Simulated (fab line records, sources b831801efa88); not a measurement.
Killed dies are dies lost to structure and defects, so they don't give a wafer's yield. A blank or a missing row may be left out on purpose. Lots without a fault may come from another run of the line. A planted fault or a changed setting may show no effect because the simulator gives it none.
Which tool did it? | flow sky130 | 12 lots, 36 wafers sampled, at 5 steps of a route of 708

WHAT THE GAUGES READ, wafer by wafer
SKY_VT_ADJUST_NCORE_TW_MEAS_11.
lot  | measured     | on            | VT_ADJUST_NCORE_TW
L402 | day 8 14:22  | film_metro-03 | 221.3 221.6 222.3
L403 | day 8 22:31  | film_metro-03 | 222.8 222.1 222.3
L404 | day 9 07:49  | film_metro-02 | 217.4 218.1 217.7
L407 | day 10 10:55 | film_metro-02 | 217.5 217.2 218.6
L408 | day 10 11:56 | film_metro-01 | 220.5 220.7 221.2
L413 | day 12 01:10 | film_metro-03 | 220.7 220.4 220.1
L414 | day 12 06:25 | film_metro-02 | 118.7 118.4 117.4
L415 | day 12 13:41 | film_metro-01 | 121.3 120.7 121.7
L419 | day 13 14:17 | film_metro-01 | 222.3 222.0 223.7
L421 | day 14 10:05 | film_metro-03 | 221.1 220.7 221.9
L423 | day 14 20:51 | film_metro-02 | 219.4 218.1 217.7
L424 | day 15 01:32 | film_metro-02 | 216.8 217.4 217.2

SKY_SONOS_ONO_THK_MEAS_03.
lot  | measured     | on            | SONOS_ONO_CVD_02_THK (nm)
L402 | day 11 12:39 | film_metro-02 | 10.72 10.62 10.72
L403 | day 11 21:55 | film_metro-02 | 10.93 10.97 10.91
L404 | day 12 09:06 | film_metro-02 | 10.59 10.63 10.65
L407 | day 13 13:58 | film_metro-02 | 10.60 10.74 10.50
L408 | day 13 15:34 | film_metro-02 | 10.55 10.36 10.39
L413 | day 15 11:43 | film_metro-03 | 10.54 10.61 10.57
L414 | day 15 15:58 | film_metro-01 | 10.55 10.50 10.53
L415 | day 16 03:17 | film_metro-01 | 10.25 10.29 10.47
L419 | day 17 03:16 | film_metro-03 | 10.42 10.48 10.68
L421 | day 18 03:20 | film_metro-02 | 10.49 10.46 10.59
L423 | day 18 14:02 | film_metro-02 | 10.70 10.76 10.80
L424 | day 18 18:50 | film_metro-02 | 10.62 10.66 10.56

SKY_GATE_OXIDE_THK_MEAS_02.
lot  | measured     | on            | GATE_OXIDE_OXIDATION_00_THK (nm)
L402 | day 12 16:22 | film_metro-03 | 10.41 10.47 10.42
L403 | day 13 02:10 | film_metro-04 | 10.21 10.33 10.52
L404 | day 13 13:12 | film_metro-04 | 9.99 10.32 10.15
L407 | day 14 18:44 | film_metro-01 | 10.51 10.65 10.53
L408 | day 14 20:55 | film_metro-04 | 10.55 10.54 10.51
L413 | day 16 18:34 | film_metro-04 | 10.11 10.20 10.14
L414 | day 16 22:49 | film_metro-04 | 10.27 10.11 10.25
L415 | day 17 12:19 | film_metro-04 | 10.52 10.30 10.44
L419 | day 18 11:50 | film_metro-03 | 10.44 10.37 10.29
L421 | day 19 13:35 | film_metro-01 | 10.58 10.67 10.59
L423 | day 19 23:18 | film_metro-03 | 10.28 10.15 10.32
L424 | day 20 04:57 | film_metro-01 | 10.32 10.36 10.48

WHICH TOOL RAN EACH LOT (tool, then ch and the chambers of the sampled wafers, then the start)
lot  | SKY_VT_ADJUST_NCORE_IMPLANT_09  | SKY_SONOS_ONO_ETCH_15
L402 | implanter-01 ch 0, day 8 14:07  | rie_diel-03 ch 0,1,3, day 12 14:25
L403 | implanter-01 ch 0, day 8 22:16  | rie_diel-04 ch 1,2,3, day 12 23:11
L404 | implanter-01 ch 0, day 9 07:35  | rie_diel-03 ch 1,2,3, day 13 11:28
L407 | implanter-01 ch 0, day 10 10:40 | rie_diel-03 ch 1,2,3, day 14 16:59
L408 | implanter-01 ch 0, day 10 11:43 | rie_diel-04 ch 0,1,3, day 14 18:11
L413 | implanter-03 ch 0, day 12 00:55 | rie_diel-04 ch 0,2, day 16 16:07
L414 | implanter-01 ch 0, day 12 06:10 | rie_diel-03 ch 0,1,2, day 16 21:05
L415 | implanter-01 ch 0, day 12 13:26 | rie_diel-02 ch 0,1, day 17 08:55
L419 | implanter-03 ch 0, day 13 14:02 | rie_diel-04 ch 0,3, day 18 09:55
L421 | implanter-02 ch 0, day 14 09:50 | rie_diel-02 ch 1,2, day 19 10:56
L423 | implanter-03 ch 0, day 14 20:38 | rie_diel-03 ch 0,3, day 19 21:08
L424 | implanter-03 ch 0, day 15 01:17 | rie_diel-02 ch 0,2,3, day 20 02:22
- SKY_VT_ADJUST_NCORE_IMPLANT_09
- SKY_SONOS_ONO_ETCH_15: etches the open film in CHF3/O2, target depth 19.52 nm, time 7.8 s.

WHAT THE TOOLS THEMSELVES READ (means of the sampled wafers that have a number; where no wafer has one, the mark that the record gives instead)
SKY_VT_ADJUST_NCORE_IMPLANT_09.
lot  | tool         | dose_ions_cm2 | end_station_pressure_torr (Torr) | faraday_current_uA
L402 | implanter-01 | 2.4053e+12    | 4.68e-06                         | 13.5
L403 | implanter-01 | 2.3992e+12    | 5.31e-06                         | 13.5
L404 | implanter-01 | 2.3973e+12    | 5.05e-06                         | 13.2
L407 | implanter-01 | 2.4021e+12    | 4.85e-06                         | 13.8
L408 | implanter-01 | 2.4024e+12    | 4.95e-06                         | 13.3
L413 | implanter-03 | 2.4024e+12    | 4.95e-06                         | 13.5
L414 | implanter-01 | 2.4113e+11    | 5.07e-06                         | 1.3
L415 | implanter-01 | 2.4240e+11    | 5.28e-06                         | 1.3
L419 | implanter-03 | 2.3987e+12    | 4.99e-06                         | 13.3
L421 | implanter-02 | 2.4011e+12    | 4.80e-06                         | 13.8
L423 | implanter-03 | 2.3979e+12    | 4.84e-06                         | 13.5
L424 | implanter-03 | 2.4030e+12    | 4.75e-06                         | 13.7

SKY_SONOS_ONO_ETCH_15.
lot  | tool        | drypump_motor_current_A (A) | oes_product_au (a.u.) | throttle_valve_pct (%)
L402 | rie_diel-03 | 5.9                         | 1.004                 | 8.830
L403 | rie_diel-04 | 6.0                         | 1.010                 | 8.828
L404 | rie_diel-03 | 5.6                         | 1.009                 | 8.820
L407 | rie_diel-03 | 5.6                         | 1.011                 | 8.831
L408 | rie_diel-04 | 5.4                         | 1.009                 | 8.827
L413 | rie_diel-04 | 5.4                         | 1.008                 | 8.822
L414 | rie_diel-03 | 5.5                         | 1.007                 | 8.822
L415 | rie_diel-02 | 5.7                         | 1.004                 | 8.823
L419 | rie_diel-04 | 5.5                         | 1.001                 | 8.830
L421 | rie_diel-02 | 5.5                         | 1.005                 | 8.830
L423 | rie_diel-03 | 5.9                         | 1.007                 | 8.831
L424 | rie_diel-02 | 5.5                         | 1.004                 | 8.825

THE ANSWER, worked out from the rows above alone
Rule: what is usual is taken from the lots themselves. Put in order of their means at a reading, lots are off if they are a third of the lots or fewer, leave a main group of 4 or more, and stand apart from it by a gap of 3 or more times the standard deviation of the main group's means; of several such gaps the widest counts. A main group whose means are all the same, to the digits that the tables above print for the reading, isn't used. A lot without any number at a reading at which 4 lots or more have one is off too. The other lots that the step has rows for count as sound. The gauges are gone through in route order, then the tools' own readings, and for those a lot's mean is taken as printed above. The first step at which some lot is off is used, and at that step the reading that is off furthest; a lot without a number counts as furthest.
Off: L414, L415, at SKY_VT_ADJUST_NCORE_TW_MEAS_11 (VT_ADJUST_NCORE_TW). The main group: mean 220.0, standard deviation 2.
A tool fits if, at a process step before that reading, it ran every lot that is off, and no sound lot after the first of them. The gauges at SKY_VT_ADJUST_NCORE_TW_MEAS_11 aren't tried: what is off there is off at SKY_VT_ADJUST_NCORE_IMPLANT_09 too, on other tools, and a gauge's error can't cause that. One fits: implanter-01 at SKY_VT_ADJUST_NCORE_IMPLANT_09. Its last sound lot is L408 (day 10 11:43), its first lot that is off L414 (day 12 06:10): a fault that began between those two fits.
The tool's own readings at SKY_VT_ADJUST_NCORE_IMPLANT_09 bear it out: on the lots that are off they differ by more than 5 times the standard deviation of the sound lots' means. dose_ions_cm2 reads 2.4176e+11 there against 2.4009e+12 on the sound lots; faraday_current_uA reads 1.3 there against 13.5 on the sound lots.

WHAT THE SIMULATOR HAD PUT IN
Process parameter drift: implanter-01, from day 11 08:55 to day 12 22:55, at SKY_VT_ADJUST_NCORE_IMPLANT_09. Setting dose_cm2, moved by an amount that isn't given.
Lots struck among those shown: L414, L415. The rule above found the same.
